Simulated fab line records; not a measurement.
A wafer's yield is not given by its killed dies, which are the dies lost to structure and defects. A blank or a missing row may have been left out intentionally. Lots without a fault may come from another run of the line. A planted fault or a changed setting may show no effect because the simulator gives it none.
fab line records	flow sky130
[record] lots = 6	wafers = 16	lastDay = 50
route steps=708 shown VT_ADJUST_HVTP@93 VT_ADJUST_LVTN@97 PAD_OPEN@708
lots that met no fault: from a run of the same line without faults
startH: hours from the record's first day to the start of the lot's first wafer shown	waitH: hours since the lot's step before	" as in the row above	L1.1+2: several wafers, shown together as one row	- value missing, or start not given	* or withheld: withheld	< > ~ a bound
route shown NAME@n: a module of which the file shows steps, and the number in the route of the first	usual: mean/standard deviation taken from wafers without a fault	same: alike in all rows	chamber/n: place in a boat	sites: per-site readings	_std_site: how widely they spread, as a standard deviation	_edge_site: inner sites' mean taken away from outer sites' mean	radiusMm: for every site, how far away it sits from the centre of the wafer	mask NAME#n: copy n	behind: the tool/chamber that last shaped the wafer	hold: why the lot was held/for how many hours/how that ended	device: names the non-switching transistor (n, p or np)	end of line: the same wafers' tests at the end of the route	for a step that has no rows: nothing shown but its recipe	killed: the dies lost at the first sort to structure and to defects; this is not the yield of the wafer	map: shows each die of a wafer: x if killed, . if not, _ if none is there
set.NAME: the run value of the setting; set.NAME@STEP: its run value at that earlier step	model.NAME: the simulator's own value behind a step, which no gauge read
lots seen at some steps along the route; tables by step, rows by wafer
services: the hour from which a tool's chamber was out of use, counted from the record's first day as startH (under 0 if before that day), plus the number of hours and why
[[steps]]
[step SKY_VT_ADJUST_HVTP_OVL_MEAS_08]
[usual] VT_ADJUST_HVTP_OVL = 1.0/1.4
lot.wafer	tool	chamber	startH	waitH	VT_ADJUST_HVTP_OVL[nm]
L520.2	overlay-02	-	142.03	0.1	0.7
L520.3	"	-	"	"	1.8
L520.6	"	-	"	"	0.8
L521.3	overlay-02	-	143.29	0.1	3.2
L521.4	"	-	"	"	2.8
L521.6	"	-	"	"	2.1
L524.1	overlay-01	-	167.37	0.1	0.1
L524.4	"	-	"	"	-0.1
L528.1	overlay-02	-	198.28	0.1	1.3
L528.4	"	-	"	"	0.6
L539.2	overlay-02	-	262.82	0.1	3.3
L539.4	"	-	"	"	4.3
L539.6	"	-	"	"	1.8
L540.2	overlay-01	-	266.38	0.1	0.1
L540.4	"	-	"	"	-1.1
L540.6	"	-	"	"	2.3
[step SKY_VT_ADJUST_HVTP_IMPLANT_09]
[recipe] species = As	energyKev = 150	doseCm2 = 4.3e+12	tiltDeg = withheld
[step SKY_VT_ADJUST_HVTP_STRIP_10]
[recipe] chemistry = O2/N2	powerW = 1400	pressureMtorr = 1500	platenTempC = withheld	o2FlowSccm = 3000	n2FlowSccm = 300	overashFraction = 0.5
[usual] drypumpMotorCurrentA = 5.5/0.37	oesProductAu = 0.715/0.0045	stripTimeToEndpointS = 14.18/0.041
lot.wafer	tool	chamber	startH	waitH	drypumpMotorCurrentA	oesProductAu	rfHoursCounterH	stripTimeToEndpointS
L520.2	plasmaAsher-01	0	142.21	0.1	5.4	0.709	2	14.15
L520.3	"	1	"	"	5.3	0.710	-	14.16
L520.6	"	0	"	"	5.4	0.719	-	14.16
L521.3	plasmaAsher-04	1	143.50	0.1	5.8	0.715	-	14.23
L521.4	"	0	"	"	5.9	0.709	-	14.20
L521.6	"	1	"	"	5.8	0.718	-	14.22
L524.1	plasmaAsher-04	1	167.56	0.1	5.8	0.710	50	14.28
L524.4	"	0	"	"	5.9	0.718	-	14.20
L528.1	plasmaAsher-02	0	198.46	0.1	5.7	0.714	51	14.24
L528.4	"	1	"	"	4.7	0.722	-	14.16
L539.2	plasmaAsher-01	1	263.00	0.1	5.3	0.717	14	14.19
L539.4	"	0	"	"	5.4	0.718	-	14.22
L539.6	"	0	"	"	5.4	0.712	-	14.16
L540.2	plasmaAsher-04	1	266.56	0.1	5.8	0.726	59	14.19
L540.4	"	1	"	"	5.8	0.705	-	14.24
L540.6	"	1	"	"	5.8	0.715	-	14.23
[step SKY_VT_ADJUST_HVTP_TW_MEAS_11]
[usual] VT_ADJUST_HVTP_TW = 1363/8.4
lot.wafer	tool	chamber	startH	waitH	VT_ADJUST_HVTP_TW
L520.2	filmMetro-02	-	142.32	0.1	1359
L520.3	"	-	"	"	1359
L520.6	"	-	"	"	1360
L521.3	filmMetro-03	-	143.58	0.1	1381
L521.4	"	-	"	"	1378
L521.6	"	-	"	"	1375
L524.1	filmMetro-02	-	167.66	0.1	1347
L524.4	"	-	"	"	1354
L528.1	filmMetro-03	-	198.56	0.1	1378
L528.4	"	-	"	"	1372
L539.2	filmMetro-03	-	263.11	0.1	1365
L539.4	"	-	"	"	1372
L539.6	"	-	"	"	1372
L540.2	filmMetro-04	-	266.67	0.1	1365
L540.4	"	-	"	"	1348
L540.6	"	-	"	"	1356
[step SKY_VT_ADJUST_LVTN_DEHYDRATE_00]
[recipe] tempC = 200	timeS = 60
[step SKY_VT_ADJUST_LVTN_HMDS_01]
[recipe] primeTimeS = 60	primeTempC = 120
[step SKY_VT_ADJUST_LVTN_COAT_02]
[recipe] spinRpm = 2000	resistThkNm = 3000
[step SKY_VT_ADJUST_LVTN_SOFTBAKE_03]
[recipe] tempC = 110	timeS = withheld
[step SKY_VT_ADJUST_LVTN_EXPOSE_04]
[recipe] maskId = NWM_COMPLEMENT_LESS_NATIVE	na = 0.6	sourceShape = conventional	sigmaOuter = 0.6	polarization = unpolarized	targetCdNm = 840	doseMj = 194
[step SKY_VT_ADJUST_LVTN_PEB_05]
[recipe] tempC = 115	timeS = withheld
[step SKY_VT_ADJUST_LVTN_DEVELOP_06]
[recipe] wallAngleDeg = 90	developer = TMAH	developTimeS = 60	devTempC = 23
[step SKY_VT_ADJUST_LVTN_OVL_MEAS_07]
[usual] VT_ADJUST_LVTN_OVL = -0.2/1.5
lot.wafer	tool	chamber	startH	waitH	VT_ADJUST_LVTN_OVL[nm]
L520.2	overlay-01	-	161.21	-	-0.2
L520.3	"	-	"	"	-1.4
L520.6	"	-	"	"	-2.1
L521.3	overlay-01	-	163.82	-	-0.3
L521.4	"	-	"	"	-1.0
L521.6	"	-	"	"	-0.7
L524.1	overlay-02	-	187.17	-	2.3
L524.4	"	-	"	"	1.0
L528.1	overlay-02	-	220.17	-	0.5
L528.4	"	-	"	"	-0.4
L539.2	overlay-01	-	287.03	-	0.8
L539.4	"	-	"	"	-2.0
L539.6	"	-	"	"	-1.0
L540.2	overlay-02	-	291.41	-	0.0
L540.4	"	-	"	"	-1.9
L540.6	"	-	"	"	-0.6
[step SKY_VT_ADJUST_LVTN_IMPLANT_08]
[recipe] species = B	energyKev = 30	doseCm2 = 1.57e+12	tiltDeg = withheld
lot.wafer	tool	chamber	startH	waitH
L520.2+3+6	implanter-02	0	161.27	0.0
L521.3+4+6	implanter-01	0	163.89	0.1
L524.1+4	implanter-01	0	187.21	0.0
L528.1+4	implanter-01	0	220.21	0.0
L539.2+4+6	implanter-02	0	287.08	0.0
L540.2+4+6	implanter-03	0	291.47	0.0
[step SKY_VT_ADJUST_LVTN_STRIP_09]
[recipe] chemistry = O2/N2	powerW = 1400	pressureMtorr = 1500	platenTempC = withheld	o2FlowSccm = 3000	n2FlowSccm = 300	overashFraction = 0.5
[usual] drypumpMotorCurrentA = 5.7/0.32	oesProductAu = 0.723/0.0048	stripTimeToEndpointS = 36.89/0.1
lot.wafer	tool	chamber	startH	waitH	drypumpMotorCurrentA	oesProductAu	rfHoursCounterH	stripTimeToEndpointS
L520.2	plasmaAsher-03	1	161.39	0.1	5.9	0.719	34	36.72
L520.3	"	0	"	"	6.2	0.730	-	36.78
L520.6	"	0	"	"	6.2	0.715	-	36.70
L521.3	plasmaAsher-01	1	164.03	0.1	5.3	0.722	-	36.73
L521.4	"	0	"	"	5.4	0.715	-	36.85
L521.6	"	0	"	"	5.4	0.722	-	36.85
L524.1	plasmaAsher-01	0	187.36	0.1	5.4	0.730	7	36.97
L524.4	"	1	"	"	5.3	0.728	-	36.89
L528.1	plasmaAsher-03	0	220.36	0.1	6.2	0.722	40	36.96
L528.4	"	0	"	"	6.2	0.724	-	36.83
L539.2	plasmaAsher-03	1	287.21	0.1	5.9	0.716	47	37.18
L539.4	"	1	"	"	5.9	0.726	-	37.04
L539.6	"	0	"	"	6.2	0.722	-	37.05
L540.2	plasmaAsher-01	1	291.59	0.1	5.3	0.721	17	37.02
L540.4	"	1	"	"	5.3	0.721	-	36.97
L540.6	"	1	"	"	5.3	0.725	-	37.06
[step SKY_VT_ADJUST_LVTN_TW_MEAS_10]
[usual] VT_ADJUST_LVTN_TW = 243.2/1.2
lot.wafer	tool	chamber	startH	waitH	hold	VT_ADJUST_LVTN_TW
L520.2	filmMetro-03	-	161.50	0.1	-	242.9
L520.3	"	-	"	"	-	242.9
L520.6	"	-	"	"	-	243.4
L521.3	filmMetro-01	-	164.11	0.1	-	242.5
L521.4	"	-	"	"	-	243.7
L521.6	"	-	"	"	-	243.1
L524.1	filmMetro-01	-	187.46	0.1	awaitDispo/0.2h/release	241.0
L524.4	"	-	"	"	awaitDispo/0.2h/release	215.9
L524.1	filmMetro-01	-	187.69	0.2	-	241.8
L524.4	"	-	"	"	-	217.4
L528.1	filmMetro-04	-	220.46	0.1	awaitDispo/0.2h/release	242.2
L528.4	"	-	"	"	awaitDispo/0.2h/release	218.0
L528.1	filmMetro-04	-	220.68	0.2	-	240.4
L528.4	"	-	"	"	-	217.1
L539.2	filmMetro-03	-	287.32	0.1	-	244.3
L539.4	"	-	"	"	-	243.1
L539.6	"	-	"	"	-	243.3
L540.2	filmMetro-03	-	291.70	0.1	-	245.9
L540.4	"	-	"	"	-	244.0
L540.6	"	-	"	"	-	244.4
[step SKY_PAD_OPEN_PROBE_99]
[usual] killed_at_M0_to_M3 = 43/7.8	killed_at_M4_up = 3.2/1.7	killedAtContacts = 24/5.2	killedAtFrontEnd = 15/4.5	killedAtOther = 0.4/0.65	killedDies = 87/9.1	killedOpen = 47/7.3	killedShort = 40/6.5
[same] grossDies = 492	killedAtBackSide = 0
lot.wafer	tool	chamber	startH	waitH	killed_at_M0_to_M3	killed_at_M4_up	killedAtContacts	killedAtFrontEnd	killedAtOther	killedDies	killedOpen	killedShort	model.etest.nfet_01v8.driveUaUmRange	model.etest.nfet_01v8.driveUaUmRimLessCentre	model.etest.nfet_01v8_turned.offLog10AUm	model.etest.nfet_01v8_swapped.offLog10AUm	model.etest.nfet_01v8_lvt.vtSatV	model.etest.nfet_01v8_turned.vtSatV	model.etest.nfet_01v8_lvt.vtV	model.etest.nfet_01v8_swapped.vtSatV
L520.2	prober-02	-	1084.66	0.1	39	2	21	14	1	77	45	32	11.07	2.223	-13.34	-13.49	0.5538	0.6675	0.6239	0.6656
L520.3	prober-02	-	1084.71	0.2	35	5	28	16	0	84	42	41	7.367	1.873	-13.37	-13.37	0.5452	0.6607	0.6185	0.6583
L520.6	prober-02	-	1084.86	0.2	34	4	21	16	0	75	37	37	14.93	6.265	-13.5	-13.41	0.5423	0.6567	0.6166	0.6609
L521.3	prober-01	-	1091.08	0.2	46	1	24	11	0	82	43	39	8.236	1.442	-13.44	-13.39	0.544	0.6582	0.6166	0.6594
L521.4	prober-01	-	1091.13	0.2	45	1	21	15	0	82	44	38	5.605	-1.692	-13.42	-13.36	0.5423	0.6559	0.6159	0.6504
L521.6	prober-01	-	1091.23	0.2	36	3	21	24	0	84	57	27	10.24	1.312	-13.4	-13.43	0.5324	0.6506	0.606	0.6492
L524.1	prober-02	-	1114.57	0.1	26	3	33	16	0	78	42	36	10.05	3.826	-13.32	-13.19	0.5128	0.6324	0.6006	0.6343
L524.4	prober-02	-	1114.72	0.2	42	3	32	14	0	91	43	48	18.78	1.166	-13.37	-13.11	0.4964	0.6282	0.5925	0.6319
L528.1	prober-02	-	1151.58	0.1	54	3	11	11	0	79	38	41	13.06	-0.8525	-13.42	-13.46	0.5556	0.6698	0.629	0.665
L528.4	prober-02	-	1151.73	0.2	38	3	16	17	0	74	30	44	19.83	-5.328	-13.23	-13.26	0.5091	0.6324	0.5961	0.6322
L539.2	prober-01	-	1194.21	0.1	51	1	21	16	0	89	58	31	13.91	-2.631	-13.29	-13.37	0.5297	0.6372	0.6027	0.6399
L539.4	prober-01	-	1194.31	0.2	54	3	22	17	0	96	57	39	10.16	-4.497	-13.38	-13.45	0.5386	0.6471	0.6061	0.6432
L539.6	prober-01	-	1194.41	0.2	53	5	30	14	0	102	49	53	7.792	-5.887	-13.23	-13.28	0.5207	0.6356	0.5935	0.6293
L540.2	prober-02	-	1197.22	0.1	30	0	31	17	0	78	40	38	8.887	-1.193	-13.26	-13.41	0.5198	0.6273	0.5953	0.6313
L540.4	prober-02	-	1197.32	0.2	44	4	27	14	2	91	45	46	8.724	5.687	-13.29	-13.28	0.5302	0.6379	0.6052	0.6444
L540.6	prober-02	-	1197.42	0.2	35	0	26	10	0	71	43	28	4.819	-0.3889	-13.28	-13.34	0.5182	0.6329	0.5982	0.6333
// killed by level:class
L520.2 CONTACT:geometricParticle:open=10 METAL1:geometricParticle:short=9 VIA1:geometricParticle:open=7 VIA2:geometricParticle:open=6 LI_CONTACT:geometricParticle:open=5 VIA3:geometricParticle:open=5 FIELD_ISO:geometricParticle:short=4 POLY_GATE:geometricParticle:open=4
L520.3 CONTACT:geometricParticle:open=10 CONTACT:geometricParticle:short=9 POLY_GATE:geometricParticle:short=7 VIA3:geometricParticle:short=7 VIA3:geometricParticle:open=6 VIA2:geometricParticle:open=6 LI_CONTACT:geometricParticle:open=5 VIA1:geometricParticle:open=5
L520.6 METAL1:geometricParticle:short=10 CONTACT:geometricParticle:open=8 LI_CONTACT:geometricParticle:open=6 FIELD_ISO:geometricParticle:open=5 CONTACT:geometricParticle:short=5 VIA2:geometricParticle:open=5 POLY_GATE:geometricParticle:short=4 VIA1:geometricParticle:open=4
L521.3 METAL2:geometricParticle:short=10 VIA1:geometricParticle:open=9 VIA2:geometricParticle:open=9 LI_CONTACT:geometricParticle:open=8 CONTACT:geometricParticle:open=8 LOCAL_INTERCONNECT:geometricParticle:short=5 VIA3:geometricParticle:short=4 METAL1:geometricParticle:short=3
L521.4 VIA1:geometricParticle:open=14 VIA1:geometricParticle:short=9 FIELD_ISO:geometricParticle:open=6 LI_CONTACT:geometricParticle:open=6 METAL1:geometricParticle:short=6 METAL2:geometricParticle:short=5 CONTACT:geometricParticle:open=5 CONTACT:geometricParticle:short=4
L521.6 VIA1:geometricParticle:open=12 POLY_GATE:geometricParticle:open=8 VIA2:geometricParticle:open=8 FIELD_ISO:geometricParticle:open=7 LI_CONTACT:geometricParticle:open=7 CONTACT:geometricParticle:open=6 FIELD_ISO:geometricParticle:short=4 LI_CONTACT:geometricParticle:short=3
L524.1 CONTACT:geometricParticle:open=10 CONTACT:geometricParticle:short=7 LI_CONTACT:geometricParticle:open=6 VIA1:geometricParticle:open=6 FIELD_ISO:geometricParticle:open=5 LOCAL_INTERCONNECT:geometricParticle:short=5 FIELD_ISO:geometricParticle:short=4 POLY_GATE:geometricParticle:open=4
L524.4 VIA1:geometricParticle:open=10 LI_CONTACT:geometricParticle:open=9 CONTACT:geometricParticle:open=9 LOCAL_INTERCONNECT:geometricParticle:short=8 VIA3:geometricParticle:open=8 METAL1:geometricParticle:short=6 METAL2:geometricParticle:short=6 LI_CONTACT:geometricParticle:short=5
L528.1 VIA1:geometricParticle:open=12 VIA1:geometricParticle:short=10 VIA3:geometricParticle:open=9 VIA2:geometricParticle:open=7 LOCAL_INTERCONNECT:geometricParticle:short=6 METAL2:geometricParticle:short=4 METAL3:geometricParticle:short=4 FIELD_ISO:geometricParticle:short=3
L528.4 VIA2:geometricParticle:open=6 METAL1:geometricParticle:short=6 LOCAL_INTERCONNECT:geometricParticle:short=5 CONTACT:geometricParticle:short=5 VIA1:geometricParticle:open=5 VIA1:geometricParticle:short=5 POLY_GATE:geometricParticle:short=4 CONTACT:geometricParticle:open=4
L539.2 METAL1:geometricParticle:short=10 VIA1:geometricParticle:open=9 VIA3:geometricParticle:open=9 VIA2:geometricParticle:open=8 CONTACT:geometricParticle:open=8 POLY_GATE:geometricParticle:open=5 LI_CONTACT:geometricParticle:open=5 LOCAL_INTERCONNECT:geometricParticle:short=4
L539.4 VIA1:geometricParticle:open=12 VIA3:geometricParticle:open=9 LOCAL_INTERCONNECT:geometricParticle:short=8 VIA2:geometricParticle:open=8 METAL1:geometricParticle:short=7 LI_CONTACT:geometricParticle:open=6 METAL1:geometricParticle:open=5 VIA1:geometricParticle:short=5
L539.6 CONTACT:geometricParticle:open=11 VIA1:geometricParticle:open=10 CONTACT:geometricParticle:short=9 VIA3:geometricParticle:short=8 METAL1:geometricParticle:short=7 VIA3:geometricParticle:open=7 FIELD_ISO:geometricParticle:short=5 METAL2:geometricParticle:short=5
L540.2 LI_CONTACT:geometricParticle:open=11 CONTACT:geometricParticle:open=9 LI_CONTACT:geometricParticle:short=5 VIA1:geometricParticle:short=5 POLY_GATE:geometricParticle:open=4 POLY_GATE:geometricParticle:short=4 METAL1:geometricParticle:short=4 FIELD_ISO:geometricParticle:open=3
L540.4 VIA1:geometricParticle:open=9 LI_CONTACT:geometricParticle:open=8 CONTACT:geometricParticle:open=8 METAL3:geometricParticle:short=7 POLY_GATE:geometricParticle:short=6 LI_CONTACT:geometricParticle:short=5 METAL2:geometricParticle:short=5 POLY_GATE:geometricParticle:open=4
L540.6 CONTACT:geometricParticle:open=14 VIA2:geometricParticle:open=8 VIA3:geometricParticle:open=6 FIELD_ISO:geometricParticle:short=5 CONTACT:geometricParticle:short=5 LI_CONTACT:geometricParticle:open=4 VIA1:geometricParticle:open=4 METAL2:geometricParticle:short=4
[[services]]
tool	chamber	startH	hours	kind
implanter-03	-	126.87	1.7	repair
implanter-02	-	148.50	4.3	pm
implanter-02	-	163.51	24.8	pm
implanter-03	-	171.25	0.7	repair
plasmaAsher-04	-	174.69	1.4	repair
plasmaAsher-04	-	178.73	0.9	repair
plasmaAsher-03	-	187.37	1.5	repair
implanter-01	-	192.82	4.2	repair
plasmaAsher-04	-	270.77	15.6	pm
plasmaAsher-03	-	289.41	14.6	pm
[[key]]
[firstSign] step = SKY_VT_ADJUST_LVTN_TW_MEAS_10	reading = visit	direction = added
[effect] step = SKY_VT_ADJUST_LVTN_TW_MEAS_10	reading = VT_ADJUST_LVTN_TW	direction = down	sigmas = 22	usual = 243.2	struck = 216.9
[modelEffect] step = SKY_PAD_OPEN_PROBE_99	value = etest.nfet_01v8.driveUaUmRange	without = 10.86	struck = 19.3
metAt SKY_VT_ADJUST_LVTN_IMPLANT_08
struckWafers L524.4,L528.4
testerLeftOut L524,L528
onsetBetween 163.89 187.21
[fault] kind = processParameterDrift	tool = implanter-01	chamber = -	onsetH = 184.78	steps = SKY_VT_ADJUST_LVTN_IMPLANT_08	channel = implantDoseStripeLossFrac	offset = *	shape = step	endH = 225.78	scope = struckWafersOnly
// testerLeftOut: of these lots the tester's yield and bins aren't shown, on N5 and GAA mostly nor the transistor test; their killed dies are dies lost to structure and defects alone, not to doping, threshold or leakage, so they don't give the yield
